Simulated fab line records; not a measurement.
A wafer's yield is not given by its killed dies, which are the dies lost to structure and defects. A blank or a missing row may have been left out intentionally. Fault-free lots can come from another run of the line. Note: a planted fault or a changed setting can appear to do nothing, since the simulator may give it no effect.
Chamber matching -- flow sfq_line -- 4 sister chambers for SFQ_TRILAYER_C5_ETCH_VIA_ETCH_154 on rie_diel-03
The step etches SiO2 in CHF3, stops on Nb, target depth 84 nm. 16 wafers are shown with their chamber, then 8 later ones without.

== WAFERS, EACH WITH ITS CHAMBER ==
wafer,chamber,drypump_motor_current_A (A),oes_product_au (a.u.)
L921.3,1,6.4,0.875
L921.4,1,6.4,0.899
L921.5,2,5.7,0.889
L930.1,2,5.7,0.886
L930.2,3,6.2,0.875
L930.5,3,6.2,0.893
L934.1,3,6.2,0.887
L934.4,0,5.3,0.894
L934.6,2,5.7,0.883
L937.1,2,5.7,0.893
L937.4,3,6.2,0.895
L937.5,1,6.4,0.892
L938.1,0,5.3,0.891
L938.2,1,6.3,0.893
L938.4,3,6.2,0.899
L939.2,2,5.7,0.895

SIGNATURES (averages over the wafers above)
reading,chamber 0,chamber 1,chamber 2,chamber 3,scatter within a chamber
drypump_motor_current_A,5.300,6.375,5.700,6.200,0.025
oes_product_au,0.89250,0.88975,0.88920,0.88980,0.008
Rule: for a wafer and a chamber, the distance is found by dividing, reading by reading, the gap between the wafer's reading and the chamber's mean by the reading's scatter, squaring, summing and taking the root. The wafer belongs to the nearest chamber; if the next one is less than 2 further off, it can't be placed. The scatter: the root of (the sum of the squares of (reading less its chamber's mean) over the shown wafers, divided by (wafers less chambers)).

== WAFERS WITH NO CHAMBER GIVEN ==
wafer,drypump_motor_current_A (A),oes_product_au (a.u.)
L939.3,5.3,0.895
L939.5,5.3,0.883
L941.3,6.2,0.882
L941.4,5.7,0.894
L941.5,6.4,0.891
L942.3,6.2,0.881
L942.5,5.3,0.893
L942.6,6.4,0.900

== WHICH CHAMBER EACH WENT THROUGH ==
wafer,from the rows above,in truth
L939.3,0,0
L939.5,0,0
L941.3,3,3
L941.4,2,2
L941.5,1,1
L942.3,3,3
L942.5,0,0
L942.6,1,1
8 of 8 placed correctly. Can't be placed from these rows: 0. Wrongly placed: 0.
